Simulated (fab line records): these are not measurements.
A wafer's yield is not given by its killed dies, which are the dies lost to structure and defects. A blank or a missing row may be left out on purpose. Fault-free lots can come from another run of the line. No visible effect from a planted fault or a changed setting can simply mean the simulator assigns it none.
What tool caused it? :: flow gf180mcu :: Sampling: 13 lots, 39 wafers, 4 of 602 route steps

WHAT THE GAUGES READ, wafer by wafer
GF_VT_IMPLANT_RS_MEAS_48: measures by four-point-probe. Usual: LVPWELL_RS gives 1197 ohm/sq (standard deviation 3.1).
lot: L631
measured: day 7 10:36
on: film_metro-03
LVPWELL_RS (ohm/sq): 1199 1200 1198
flag: 

lot: L632
measured: day 7 18:18
on: film_metro-04
LVPWELL_RS (ohm/sq): 1198 1203 1203
flag: 

lot: L635
measured: day 8 14:08
on: film_metro-03
LVPWELL_RS (ohm/sq): 1203 1197 1204
flag: 

lot: L636
measured: day 8 19:24
on: film_metro-03
LVPWELL_RS (ohm/sq): 1196 1198 1195
flag: 

lot: L638
measured: day 9 07:45
on: film_metro-04
LVPWELL_RS (ohm/sq): 1195 1194 1194
flag: 

lot: L640
measured: day 9 22:15
on: film_metro-04
LVPWELL_RS (ohm/sq): 1192 1196 1195
flag: 

lot: L641
measured: day 10 03:58
on: film_metro-03
LVPWELL_RS (ohm/sq): 1196 1194 1198
flag: 

lot: L643
measured: day 10 17:49
on: film_metro-04
LVPWELL_RS (ohm/sq): 1194 1195 1197
flag: 

lot: L644
measured: day 10 23:46
on: film_metro-03
LVPWELL_RS (ohm/sq): 1194 1197 1197
flag: 

lot: L649
measured: day 12 12:02
on: film_metro-03
LVPWELL_RS (ohm/sq): 1196 1201 1199
flag: 

lot: L650
measured: day 12 20:26
on: film_metro-04
LVPWELL_RS (ohm/sq): 1196 1193 1200
flag: 

lot: L654
measured: day 14 01:49
on: film_metro-02
LVPWELL_RS (ohm/sq): 1198 1200 1200
flag: 

lot: L653
measured: day 14 02:52
on: film_metro-03
LVPWELL_RS (ohm/sq): 1197 1195 1195
flag: 

GF_POLY_GATE_CD_MEAS_18. Usual: cd_nm at 279.6 nm, with a standard deviation of 2.5.
lot: L631
measured: day 9 06:29
on: cd_sem-02
cd_nm (nm): 275.3 277.8 276.6
flag: 

lot: L632
measured: day 9 15:50
on: cd_sem-02
cd_nm (nm): 282.5 276.1 275.6
flag: 

lot: L635
measured: day 10 08:13
on: cd_sem-02
cd_nm (nm): 281.1 278.1 284.7
flag: 

lot: L636
measured: day 10 13:26
on: cd_sem-01
cd_nm (nm): 280.7 276.7 280.7
flag: 

lot: L638
measured: day 11 05:46
on: cd_sem-02
cd_nm (nm): 283.2 280.1 280.7
flag: 

lot: L640
measured: day 11 20:29
on: cd_sem-02
cd_nm (nm): 279.4 282.1 280.4
flag: 

lot: L641
measured: day 12 03:43
on: cd_sem-02
cd_nm (nm): 277.3 279.9 277.8
flag: 

lot: L643
measured: day 12 13:26
on: cd_sem-01
cd_nm (nm): 279.0 277.4 279.9
flag: 

lot: L644
measured: day 12 20:22
on: cd_sem-02
cd_nm (nm): 279.6 280.9 280.5
flag: 

lot: L649
measured: day 14 11:37
on: cd_sem-02
cd_nm (nm): 281.1 281.7 279.1
flag: 

lot: L650
measured: day 14 21:13
on: cd_sem-02
cd_nm (nm): 277.3 273.5 275.2
flag: 

lot: L654
measured: day 16 03:45
on: cd_sem-01
cd_nm (nm): 281.2 277.8 279.1
flag: 

lot: L653
measured: day 16 07:01
on: cd_sem-02
cd_nm (nm): 276.6 279.6 276.9
flag: 

WHICH TOOL RAN EACH LOT (tool, then ch and the chambers of the sampled wafers, then the start)
lot: L631
GF_MVPSD_STRIP_10: plasma_asher-01 ch 0,1, day 5 00:53
GF_DUAL_GATE_STRIP_13: plasma_asher-04 ch 0,1, day 8 07:06

lot: L632
GF_MVPSD_STRIP_10: plasma_asher-03 ch 0,1, day 5 06:47
GF_DUAL_GATE_STRIP_13: plasma_asher-04 ch 0,1, day 8 16:45

lot: L635
GF_MVPSD_STRIP_10: plasma_asher-03 ch 0,1, day 6 00:32
GF_DUAL_GATE_STRIP_13: plasma_asher-01 ch 0,1, day 9 09:15

lot: L636
GF_MVPSD_STRIP_10: plasma_asher-02 ch 0,1, day 6 06:40
GF_DUAL_GATE_STRIP_13: plasma_asher-03 ch 0,1, day 9 14:30

lot: L638
GF_MVPSD_STRIP_10: plasma_asher-02 ch 0,1, day 6 16:13
GF_DUAL_GATE_STRIP_13: plasma_asher-01 ch 0,1, day 10 02:42

lot: L640
GF_MVPSD_STRIP_10: plasma_asher-01 ch 0,1, day 7 05:53
GF_DUAL_GATE_STRIP_13: plasma_asher-04 ch 0,1, day 10 20:27

lot: L641
GF_MVPSD_STRIP_10: plasma_asher-03 ch 0,1, day 7 10:16
GF_DUAL_GATE_STRIP_13: plasma_asher-03 ch 0,1, day 11 00:47

lot: L643
GF_MVPSD_STRIP_10: plasma_asher-01 ch 0,1, day 7 21:56
GF_DUAL_GATE_STRIP_13: plasma_asher-04 ch 0,1, day 11 13:47

lot: L644
GF_MVPSD_STRIP_10: plasma_asher-02 ch 0,1, day 8 03:22
GF_DUAL_GATE_STRIP_13: plasma_asher-04 ch 0,1, day 11 20:27

lot: L649
GF_MVPSD_STRIP_10: plasma_asher-03 ch 0,1, day 9 09:55
GF_DUAL_GATE_STRIP_13: plasma_asher-01 ch 0,1, day 13 10:40

lot: L650
GF_MVPSD_STRIP_10: plasma_asher-02 ch 0,1, day 9 16:34
GF_DUAL_GATE_STRIP_13: plasma_asher-04 ch 0,1, day 13 18:11

lot: L654
GF_MVPSD_STRIP_10: plasma_asher-01 ch 0,1, day 10 20:22
GF_DUAL_GATE_STRIP_13: plasma_asher-03 ch 0,1, day 15 00:32

lot: L653
GF_MVPSD_STRIP_10: plasma_asher-02 ch 0,1, day 10 20:30
GF_DUAL_GATE_STRIP_13: plasma_asher-03 ch 0,1, day 15 03:52
- GF_MVPSD_STRIP_10: strips in O2/N2.
- GF_DUAL_GATE_STRIP_13: strips in O2/N2.

AS READ BY THE TOOLS THEMSELVES (means over the sampled wafers that have a number; for cases with no such wafer, the mark the record gives instead)
GF_MVPSD_STRIP_10. Usual: drypump_motor_current_A 5.6 A, standard deviation 0.54; heater_power_w 324 W, standard deviation 31; oes_product_au 0.723 a.u., standard deviation 0.0049; strip_time_to_endpoint_s 36.98 s, standard deviation 0.13.
lot: L631
tool: plasma_asher-01
drypump_motor_current_A (A): 5.2
heater_power_w (W): 326
oes_product_au (a.u.): 0.722
strip_time_to_endpoint_s (s): 37.07
flag: 

lot: L632
tool: plasma_asher-03
drypump_motor_current_A (A): 5.5
heater_power_w (W): 330
oes_product_au (a.u.): 0.724
strip_time_to_endpoint_s (s): 37.00
flag: 

lot: L635
tool: plasma_asher-03
drypump_motor_current_A (A): 5.5
heater_power_w (W): 326
oes_product_au (a.u.): 0.723
strip_time_to_endpoint_s (s): 37.04
flag: 

lot: L636
tool: plasma_asher-02
drypump_motor_current_A (A): 6.2
heater_power_w (W): 308
oes_product_au (a.u.): 0.726
strip_time_to_endpoint_s (s): 36.79
flag: 

lot: L638
tool: plasma_asher-02
drypump_motor_current_A (A): 5.7
heater_power_w (W): 320
oes_product_au (a.u.): 0.720
strip_time_to_endpoint_s (s): 36.76
flag: 

lot: L640
tool: plasma_asher-01
drypump_motor_current_A (A): 5.4
heater_power_w (W): 354
oes_product_au (a.u.): 0.720
strip_time_to_endpoint_s (s): 37.10
flag: 

lot: L641
tool: plasma_asher-03
drypump_motor_current_A (A): 5.3
heater_power_w (W): 304
oes_product_au (a.u.): 0.726
strip_time_to_endpoint_s (s): 36.96
flag: 

lot: L643
tool: plasma_asher-01
drypump_motor_current_A (A): 5.4
heater_power_w (W): 350
oes_product_au (a.u.): 0.725
strip_time_to_endpoint_s (s): 37.18
flag: 

lot: L644
tool: plasma_asher-02
drypump_motor_current_A (A): 6.2
heater_power_w (W): 306
oes_product_au (a.u.): 0.729
strip_time_to_endpoint_s (s): 37.07
flag: 

lot: L649
tool: plasma_asher-03
drypump_motor_current_A (A): 5.6
heater_power_w (W): 323
oes_product_au (a.u.): 0.721
strip_time_to_endpoint_s (s): 36.83
flag: 

lot: L650
tool: plasma_asher-02
drypump_motor_current_A (A): 5.7
heater_power_w (W): 318
oes_product_au (a.u.): 0.726
strip_time_to_endpoint_s (s): 36.80
flag: 

lot: L654
tool: plasma_asher-01
drypump_motor_current_A (A): 5.2
heater_power_w (W): 329
oes_product_au (a.u.): 0.721
strip_time_to_endpoint_s (s): 36.90
flag: 

lot: L653
tool: plasma_asher-02
drypump_motor_current_A (A): 5.7
heater_power_w (W): 312
oes_product_au (a.u.): 0.727
strip_time_to_endpoint_s (s): 36.96
flag: 

GF_DUAL_GATE_STRIP_13. Usual: drypump_motor_current_A 5.6 A, standard deviation 0.38; heater_power_w 326 W, standard deviation 28; oes_product_au 0.716 a.u., standard deviation 0.0044; strip_time_to_endpoint_s 12.66 s, standard deviation 0.032.
lot: L631
tool: plasma_asher-04
drypump_motor_current_A (A): 5.9
heater_power_w (W): 331
oes_product_au (a.u.): 0.712
strip_time_to_endpoint_s (s): 12.69
flag: 

lot: L632
tool: plasma_asher-04
drypump_motor_current_A (A): 5.9
heater_power_w (W): 328
oes_product_au (a.u.): 0.721
strip_time_to_endpoint_s (s): 12.63
flag: 

lot: L635
tool: plasma_asher-01
drypump_motor_current_A (A): 5.4
heater_power_w (W): 347
oes_product_au (a.u.): 0.716
strip_time_to_endpoint_s (s): 12.61
flag: 

lot: L636
tool: plasma_asher-03
drypump_motor_current_A (A): 5.3
heater_power_w (W): 308
oes_product_au (a.u.): 0.714
strip_time_to_endpoint_s (s): 12.63
flag: 

lot: L638
tool: plasma_asher-01
drypump_motor_current_A (A): 5.4
heater_power_w (W): 346
oes_product_au (a.u.): 0.717
strip_time_to_endpoint_s (s): 12.64
flag: 

lot: L640
tool: plasma_asher-04
drypump_motor_current_A (A): 5.9
heater_power_w (W): 327
oes_product_au (a.u.): 0.715
strip_time_to_endpoint_s (s): 12.68
flag: 

lot: L641
tool: plasma_asher-03
drypump_motor_current_A (A): 5.5
heater_power_w (W): 332
oes_product_au (a.u.): 0.718
strip_time_to_endpoint_s (s): 12.63
flag: 

lot: L643
tool: plasma_asher-04
drypump_motor_current_A (A): 5.9
heater_power_w (W): 313
oes_product_au (a.u.): 0.714
strip_time_to_endpoint_s (s): 12.67
flag: 

lot: L644
tool: plasma_asher-04
drypump_motor_current_A (A): 5.9
heater_power_w (W): 322
oes_product_au (a.u.): 0.715
strip_time_to_endpoint_s (s): 12.64
flag: 

lot: L649
tool: plasma_asher-01
drypump_motor_current_A (A): 5.2
heater_power_w (W): 328
oes_product_au (a.u.): 0.718
strip_time_to_endpoint_s (s): 12.63
flag: 

lot: L650
tool: plasma_asher-04
drypump_motor_current_A (A): 5.9
heater_power_w (W): 326
oes_product_au (a.u.): 0.902
strip_time_to_endpoint_s (s): -
flag: OFF

lot: L654
tool: plasma_asher-03
drypump_motor_current_A (A): 5.3
heater_power_w (W): 308
oes_product_au (a.u.): 0.719
strip_time_to_endpoint_s (s): 12.68
flag: 

lot: L653
tool: plasma_asher-03
drypump_motor_current_A (A): 5.5
heater_power_w (W): 332
oes_product_au (a.u.): 0.711
strip_time_to_endpoint_s (s): 12.68
flag: 

THE ANSWER, worked out from the rows above alone
Rule: lot off if the mean of its wafers having a number is beyond 3 standard deviations from the usual mean. A lot without any number at a reading at which 4 lots or more have one is off too. Any other lot the step has rows for is counted as sound. Order of review: gauges by route order, followed by the tools' own readings, for which a lot's mean as printed above is used. At the first step where some lot is off, the reading lying furthest off is the one used; lots without a number count as furthest.
Off at GF_DUAL_GATE_STRIP_13 (strip_time_to_endpoint_s): L650. Without a number there: L650.
A tool fits if, at that step or a process step before it, it ran every lot that is off, and no sound lot after the first of them. One candidate fits, namely plasma_asher-04 at GF_DUAL_GATE_STRIP_13. A fault onset in the window from L644 (day 11 20:27, its last sound lot) to L650 (day 13 18:11, its first lot off) fits.
The tool's own readings at GF_DUAL_GATE_STRIP_13 bear it out: on the lots that are off they differ by more than 5 times the standard deviation of the sound lots' means. oes_product_au reads 0.902 a.u. there against 0.716 a.u. on the sound lots.
Blank at GF_DUAL_GATE_STRIP_13 on the lots that are off, where sound lots have numbers: strip_time_to_endpoint_s.

WHAT WAS PUT IN BY THE SIMULATOR
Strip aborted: plasma_asher-04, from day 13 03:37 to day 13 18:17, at GF_DUAL_GATE_STRIP_13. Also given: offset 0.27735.
Lots struck among those shown: L650. The same result came from the rule above.
